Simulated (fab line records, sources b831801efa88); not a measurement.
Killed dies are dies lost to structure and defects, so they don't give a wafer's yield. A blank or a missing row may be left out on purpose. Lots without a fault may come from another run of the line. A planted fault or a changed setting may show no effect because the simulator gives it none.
fab line records | flow sky130
record lots=12 wafers=36 last_day=50
route steps=708 shown LOCAL_INTERCONNECT@400 METAL4@632 VIA4@656 PAD_OPEN@708
lots that met no fault: from a run of the same line without faults
start_h: hours from the record's first day to the start of the lot's first wafer shown | wait_h: hours since the lot's step before | " the same as in the row above | L1.1+2: a row that stands for several wafers | - no value, or no start given | * or withheld: withheld | < > ~ a bound
route shown NAME@n: a module of which the file shows steps, and the number in the route of the first | usual: mean/standard deviation of fault-free wafers | same: alike in all rows | chamber/n: place in a boat | sites: the reading at each site | _std_site: their standard deviation | _edge_site: outer sites' mean less inner sites' | radius_mm: how far each site lies from the wafer's centre | mask NAME#n: copy n | behind: the tool/chamber that last shaped the wafer | hold: why the lot was held/for how many hours/how that ended | device: the transistor (n, p or np) that didn't switch | end of line: the same wafers' tests at the end of the route | a step without rows: its recipe alone | killed: dies lost to structure and defects at the first sort, not the wafer's yield | map: a wafer's dies, x killed, . not, _ none there
set.NAME: the setting as run; set.NAME@STEP: as run at that earlier step | model.NAME: the simulator's own value behind a step, which no gauge read
steps of the route over a sample of lots; a table a step, a row a wafer
services: from which hour (start_h, from the record's first day; less than 0 if before it) a tool's chamber was out of use, for how many hours, and why
## steps
# step SKY_LOCAL_INTERCONNECT_ETCH_13
# recipe chemistry=N2/H2 target=BARC ion_energy_ev=200 bias_w=100 pressure_mtorr=30 n2_flow_sccm=100 h2_flow_sccm=200 icp_w=500 stop_on=SiO2 time_s=45.9 target_depth_a=600
# usual drypump_motor_current_A=5.7/0.53 he_backside_leak_sccm=3.4/0.35 oes_product_au=0.855/0.0048 throttle_valve_pct=13.225/0.0095
# columns lot.wafer tool chamber start_h wait_h drypump_motor_current_A he_backside_leak_sccm oes_product_au rf_hours_counter_h throttle_valve_pct
L698.1 rie_metal-01 0 714.91 0.0 6.4 3.8 0.849 9 13.228
L698.4 " 1 " " 4.9 3.6 0.852 - 13.229
L698.6 " 1 " " 4.9 3.6 0.850 - 13.221
L699.4 rie_metal-02 1 723.23 0.1 5.4 2.9 0.853 - 13.219
L699.5 " 1 " " 5.4 2.8 0.854 - 13.222
L699.6 " 1 " " 5.4 2.7 0.857 - 13.234
L703.2 rie_metal-02 1 755.81 0.0 5.4 3.1 0.859 10 13.213
L703.3 " 1 " " 5.4 3.1 0.854 - 13.218
L703.6 " 1 " " 5.4 3.0 0.853 - 13.234
L704.1 rie_metal-02 0 771.39 0.0 5.3 3.3 0.859 1 13.236
L704.2 " 1 " " 5.4 3.0 0.855 11 13.220
L704.3 " 1 " " 5.4 3.3 0.850 - 13.234
L706.1 rie_metal-02 1 791.29 0.0 5.4 3.3 0.851 12 13.226
L706.3 " 1 " " 5.4 3.4 0.857 - 13.241
L706.5 " 1 " " 5.4 3.1 0.846 - 13.222
L708.3 rie_metal-01 1 794.04 0.0 4.9 3.7 0.862 - 13.228
L708.4 " 0 " " 6.4 3.7 0.852 - 13.211
L708.6 " 1 " " 4.9 3.7 0.858 - 13.229
L707.1 rie_metal-04 0 794.96 0.0 5.7 3.4 0.861 2 13.224
L707.3 " 1 " " 6.2 3.2 0.860 - 13.221
L707.6 " 0 " " 5.7 3.5 0.857 - 13.220
L709.1 rie_metal-02 1 810.86 0.0 5.4 3.2 0.850 13 13.234
L709.4 " 0 " " 5.3 3.4 0.853 - 13.224
L709.6 " 1 " " 5.4 2.9 0.856 - 13.221
L711.1 rie_metal-04 0 820.21 0.0 5.6 3.6 0.855 3 13.230
L711.5 " 0 " " 5.7 3.4 0.848 - 13.229
L711.6 " 1 " " 6.2 3.1 0.849 - 13.232
L714.2 rie_metal-02 1 841.51 0.0 5.4 3.2 0.850 14 13.220
L714.3 " 0 " " 5.3 3.2 0.845 - 13.229
L714.6 " 1 " " 5.4 3.2 0.859 - 13.229
L716.3 rie_metal-02 0 859.04 0.0 5.3 3.5 0.865 - 13.216
L716.4 " 1 " " 5.4 3.2 0.855 - 13.226
L716.6 " 0 " " 5.3 3.2 0.857 - 13.219
L720.2 rie_metal-04 0 877.49 0.0 5.7 3.3 0.861 6 13.212
L720.3 " 1 " " 6.2 3.3 0.859 - 13.229
L720.5 " 1 " " 6.2 3.1 0.853 - 13.220
# step SKY_METAL4_ETCH_16
# recipe chemistry=N2/H2 target=BARC ion_energy_ev=200 bias_w=100 pressure_mtorr=30 n2_flow_sccm=100 h2_flow_sccm=200 icp_w=500 stop_on=SiO2 time_s=88.2 target_depth_a=600
# usual drypump_motor_current_A=5.8/0.35 he_backside_leak_sccm=3.44/0.28 oes_product_au=0.625/0.0046 throttle_valve_pct=13.206/0.009
# columns lot.wafer tool chamber start_h wait_h drypump_motor_current_A he_backside_leak_sccm oes_product_au rf_hours_counter_h throttle_valve_pct
L698.1 rie_metal-04 0 987.85 0.0 5.7 3.54 0.626 10 13.198
L698.4 " 0 " " 5.7 3.56 0.625 - 13.207
L698.6 " 0 " " 5.7 3.58 0.629 - 13.203
L699.4 rie_metal-03 1 994.93 0.0 5.6 3.38 0.634 - 13.207
L699.5 " 0 " " 6.2 3.74 0.634 - 13.208
L699.6 " 1 " " 5.6 3.16 0.625 - 13.205
L703.2 rie_metal-03 0 1022.40 0.0 6.2 3.44 0.628 11 13.212
L703.3 " 1 " " 5.6 3.43 0.631 - 13.221
L703.6 " 1 " " 5.6 3.19 0.625 - 13.198
L704.1 rie_metal-03 1 1034.75 0.0 5.6 3.21 0.626 8 13.200
L704.2 " 0 " " 6.2 3.36 0.620 12 13.198
L704.3 " 1 " " 5.5 3.58 0.628 - 13.211
L706.1 rie_metal-03 1 1052.15 0.0 5.5 3.37 0.626 9 13.196
L706.3 " 1 " " 5.5 3.06 0.618 - 13.221
L706.5 " 1 " " 5.5 3.15 0.620 - 13.207
L708.3 rie_metal-03 1 1055.23 0.0 5.6 3.34 0.629 - 13.210
L708.4 " 0 " " 6.2 3.50 0.629 - 13.206
L708.6 " 0 " " 6.2 3.69 0.627 - 13.202
L707.1 rie_metal-04 1 1056.35 0.0 6.3 3.20 0.621 21 13.199
L707.3 " 0 " " 5.7 3.34 0.621 - 13.210
L707.6 " 1 " " 6.2 3.36 0.622 - 13.202
L709.1 rie_metal-04 1 1069.00 0.0 6.2 3.32 0.623 21 13.198
L709.4 " 1 " " 6.2 3.12 0.631 - 13.193
L709.6 " 1 " " 6.2 3.18 0.628 - 13.216
L711.1 rie_metal-03 1 1078.50 0.0 5.5 3.17 0.619 11 13.199
L711.5 " 1 " " 5.6 3.34 0.633 - 13.215
L711.6 " 0 " " 6.2 3.32 0.623 - 13.215
L714.2 rie_metal-04 1 1092.15 0.0 6.2 3.29 0.634 23 13.207
L714.3 " 0 " " 5.6 3.32 0.624 - 13.207
L714.6 " 1 " " 6.2 3.40 0.626 - 13.210
L716.3 rie_metal-02 0 1105.53 0.0 5.3 3.30 0.623 - 13.203
L716.4 " 1 " " 5.4 2.93 0.624 - 13.213
L716.6 " 0 " " 5.3 3.46 0.633 - 13.202
L720.2 rie_metal-03 1 1121.35 0.0 5.5 3.48 0.627 14 13.197
L720.3 " 1 " " 5.5 3.74 0.627 - 13.203
L720.5 " 1 " " 5.5 3.58 0.623 - 13.195
# step SKY_METAL4_STRIP_19
# recipe chemistry=O2/N2 power_w=1400 pressure_mtorr=1500 platen_temp_c=withheld o2_flow_sccm=3000 n2_flow_sccm=300 overash_fraction=0.5
# usual drypump_motor_current_A=5.9/0.43 oes_product_au=0.499/0.0051 strip_time_to_endpoint_s=6.47/0.083
# columns lot.wafer tool chamber start_h wait_h drypump_motor_current_A oes_product_au rf_hours_counter_h strip_time_to_endpoint_s
L698.1 plasma_asher-03 1 988.15 0.1 5.3 0.497 63 6.47
L698.4 " 1 " " 5.3 0.490 - 6.48
L698.6 " 0 " " 5.6 0.496 - 6.48
L699.4 plasma_asher-01 1 995.23 0.1 5.8 0.510 - 6.62
L699.5 " 0 " " 6.8 0.499 - 6.55
L699.6 " 1 " " 5.8 0.502 - 6.52
L703.2 plasma_asher-04 1 1022.87 0.2 6.1 0.498 23 6.36
L703.3 " 1 " " 6.0 0.496 - 6.30
L703.6 " 1 " " 6.1 0.496 - 6.33
L704.1 plasma_asher-04 1 1035.04 0.1 6.1 0.505 25 6.50
L704.2 " 0 " " 5.7 0.497 25 6.50
L704.3 " 1 " " 6.1 0.501 - 6.54
L706.1 plasma_asher-04 0 1052.44 0.1 5.7 0.495 27 6.39
L706.3 " 0 " " 5.7 0.501 - 6.43
L706.5 " 1 " " 6.1 0.497 - 6.40
L708.3 plasma_asher-03 1 1055.52 0.1 5.3 0.495 - 6.45
L708.4 " 0 " " 5.6 0.499 - 6.50
L708.6 " 1 " " 5.3 0.499 - 6.43
L707.1 plasma_asher-01 0 1056.64 0.1 6.8 0.499 97 6.43
L707.3 " 1 " " 5.8 0.508 - 6.48
L707.6 " 0 " " 6.7 0.493 - 6.44
L709.1 plasma_asher-03 1 1069.29 0.1 5.3 0.494 73 6.40
L709.4 " 0 " " 5.6 0.502 - 6.41
L709.6 " 1 " " 5.3 0.491 - 6.43
L711.1 plasma_asher-04 1 1078.79 0.1 6.1 0.503 30 6.49
L711.5 " 0 " " 5.7 0.502 - 6.44
L711.6 " 1 " " 6.1 0.497 - 6.47
L714.2 plasma_asher-03 0 1092.44 0.1 5.6 0.505 75 6.53
L714.3 " 0 " " 5.6 0.502 - 6.44
L714.6 " 1 " " 5.3 0.504 - 6.43
L716.3 plasma_asher-01 0 1105.82 0.1 6.8 0.505 - 6.55
L716.4 " 1 " " 5.8 0.502 - 6.62
L716.6 " 1 " " 5.8 0.506 - 6.57
L720.2 plasma_asher-04 0 1121.64 0.1 5.7 0.496 34 6.35
L720.3 " 0 " " 5.7 0.492 - 6.39
L720.5 " 1 " " 6.1 0.502 - 6.39
# step SKY_VIA4_SPUTTER_17
# recipe material=TiN target_thk_nm=20 chamber_pressure_pa=5 power_w=4000 time_s=80
# usual throttle_valve_pct=29.6/0.61
# columns lot.wafer tool chamber start_h wait_h throttle_valve_pct
L698.1 pvd_sputter-02 - 1013.06 0.0 30.3
L698.4 " - " " 29.8
L698.6 " - " " 29.6
L699.4 pvd_sputter-02 - 1019.57 0.0 30.2
L699.5 " - " " 30.0
L699.6 " - " " 29.6
L703.2 pvd_sputter-02 - 1047.41 0.0 30.3
L703.3 " - " " 29.7
L703.6 " - " " 29.5
L704.1 pvd_sputter-02 - 1058.06 0.0 29.3
L704.2 " - " " 29.5
L704.3 " - " " 30.3
L706.1 pvd_sputter-02 - 1074.69 0.0 29.5
L706.3 " - " " 29.8
L706.5 " - " " 29.7
L708.3 pvd_sputter-01 - 1078.70 0.0 30.6
L708.4 " - " " 28.7
L708.6 " - " " 29.8
L707.1 pvd_sputter-03 - 1079.84 0.0 30.0
L707.3 " - " " 28.9
L707.6 " - " " 30.3
L709.1 pvd_sputter-01 - 1091.64 0.0 29.1
L709.4 " - " " 29.5
L709.6 " - " " 29.7
L711.1 pvd_sputter-03 - 1101.01 0.0 30.1
L711.5 " - " " 30.2
L711.6 " - " " 29.9
L714.2 pvd_sputter-03 - 1114.41 0.0 28.9
L714.3 " - " " 30.2
L714.6 " - " " 28.8
L716.3 pvd_sputter-03 - 1127.37 0.0 29.8
L716.4 " - " " 28.6
L716.6 " - " " 29.9
L720.2 pvd_sputter-02 - 1142.59 0.0 29.9
L720.3 " - " " 30.5
L720.5 " - " " 29.8
# step SKY_PAD_OPEN_PROBE_99
# usual killed_at_M0_to_M3=44/7.2 killed_at_M4_up=2.9/1.8 killed_at_contacts=24/5.6 killed_at_front_end=15/4.2 killed_at_other=0.4/0.71 killed_dies=86/9.2 killed_open=47/7.2 killed_short=39/5.7
# same gross_dies=492 killed_at_back_side=0
# columns lot.wafer tool chamber start_h wait_h killed_at_M0_to_M3 killed_at_M4_up killed_at_contacts killed_at_front_end killed_at_other killed_dies killed_open killed_short
L707.3 prober-01 - 1144.67 0.2 51 1 33 12 0 97 54 42
L714.2 prober-01 - 1174.33 0.1 35 3 51 11 0 100 33 31
L714.3 prober-01 - 1174.38 0.2 48 1 30 11 0 90 46 44
L714.6 prober-01 - 1174.53 0.2 41 3 71 6 0 121 43 34
L716.3 prober-01 - 1185.48 0.2 44 3 26 18 0 91 53 38
L716.4 prober-01 - 1185.53 0.2 41 3 70 7 0 121 47 35
L716.6 prober-01 - 1185.63 0.2 53 3 24 14 0 94 57 37
# killed by level:class
L707.3 VIA1:geometric_particle:open=17 METAL2:geometric_particle:short=11 CONTACT:geometric_particle:open=7 VIA3:geometric_particle:open=7 LI_CONTACT:geometric_particle:open=6 LOCAL_INTERCONNECT:geometric_particle:short=6 LI_CONTACT:geometric_particle:short=5 CONTACT:geometric_particle:short=5
L714.2 LOCAL_INTERCONNECT:unspecified=36 VIA1:geometric_particle:open=10 LI_CONTACT:geometric_particle:open=6 VIA1:geometric_particle:short=5 POLY_GATE:geometric_particle:short=4 VIA3:geometric_particle:open=4 POLY_GATE:geometric_particle:open=3 LOCAL_INTERCONNECT:geometric_particle:short=3
L714.3 VIA1:geometric_particle:open=14 CONTACT:geometric_particle:open=8 VIA1:geometric_particle:short=8 LOCAL_INTERCONNECT:geometric_particle:short=7 CONTACT:geometric_particle:short=7 VIA3:geometric_particle:open=7 VIA2:geometric_particle:open=5 LI_CONTACT:geometric_particle:open=4
L714.6 LOCAL_INTERCONNECT:unspecified=44 CONTACT:geometric_particle:open=14 VIA1:geometric_particle:open=9 VIA3:geometric_particle:open=8 VIA3:geometric_particle:short=7 CONTACT:geometric_particle:short=5 LI_CONTACT:geometric_particle:open=4 METAL3:geometric_particle:short=4
L716.3 CONTACT:geometric_particle:open=12 VIA1:geometric_particle:open=9 FIELD_ISO:geometric_particle:short=7 VIA3:geometric_particle:open=7 FIELD_ISO:geometric_particle:open=6 METAL1:geometric_particle:short=6 VIA2:geometric_particle:open=6 LI_CONTACT:geometric_particle:short=4
L716.4 LOCAL_INTERCONNECT:unspecified=39 VIA1:geometric_particle:open=11 CONTACT:geometric_particle:open=10 VIA2:geometric_particle:open=8 CONTACT:geometric_particle:short=6 METAL2:geometric_particle:short=6 LI_CONTACT:geometric_particle:short=5 LI_CONTACT:geometric_particle:open=5
L716.6 VIA1:geometric_particle:open=11 CONTACT:geometric_particle:open=11 VIA2:geometric_particle:open=10 METAL2:geometric_particle:short=6 METAL1:geometric_particle:short=6 VIA3:geometric_particle:open=6 LOCAL_INTERCONNECT:geometric_particle:short=5 METAL1:geometric_particle:open=5
## services
# columns tool chamber start_h hours kind
plasma_asher-04 - 733.75 9.0 pm
plasma_asher-04 - 765.51 37.2 repair
plasma_asher-04 - 775.08 2.7 repair
rie_metal-02 0 782.54 12.6 repair
rie_metal-03 - 796.27 3.2 repair
plasma_asher-04 - 802.75 14.6 pm
rie_metal-03 1 832.81 13.3 repair
pvd_sputter-02 - 844.33 19.4 repair
rie_metal-03 - 849.48 6.8 repair
pvd_sputter-03 - 853.92 0.7 repair
pvd_sputter-02 - 854.44 0.8 repair
plasma_asher-03 - 854.49 0.5 repair
rie_metal-04 0 889.75 2.5 repair
rie_metal-04 - 890.06 1.6 repair
pvd_sputter-03 - 905.86 16.3 repair
rie_metal-04 1 917.71 1.1 repair
pvd_sputter-03 - 923.71 4.6 repair
rie_metal-03 - 926.25 2.8 pm
pvd_sputter-03 - 944.22 2.4 repair
plasma_asher-04 - 970.87 0.9 repair
rie_metal-04 - 1014.48 2.8 pm
pvd_sputter-03 - 1018.01 11.2 repair
plasma_asher-03 - 1063.27 0.5 repair
pvd_sputter-02 - 1079.00 1.2 repair
## key
first_sign step=SKY_PAD_OPEN_PROBE_99 reading=killed_at_contacts direction=up sigmas=7.1 usual=24 struck=64
effect step=SKY_PAD_OPEN_PROBE_99 reading=killed_dies direction=up sigmas=3.1 usual=86 struck=114
met_at SKY_LOCAL_INTERCONNECT_ETCH_13
struck_lots L714,L716
struck_wafers L714.2,L714.6,L716.4
tester_left_out L714,L716
not_acting_at SKY_METAL4_ETCH_16,SKY_METAL4_STRIP_19,SKY_VIA4_SPUTTER_17
onset_between 810.86 841.51
fault kind=chamber_particle_source tool=rie_metal-02 chamber=1 onset_h=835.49 steps=SKY_LOCAL_INTERCONNECT_ETCH_13 rate_per_visit_cm2=0.44646 end_h=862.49
# tester_left_out: of these lots the tester's yield and bins aren't shown, on N5 and GAA mostly nor the transistor test; their killed dies are dies lost to structure and defects alone, not to doping, threshold or leakage, so they don't give the yield
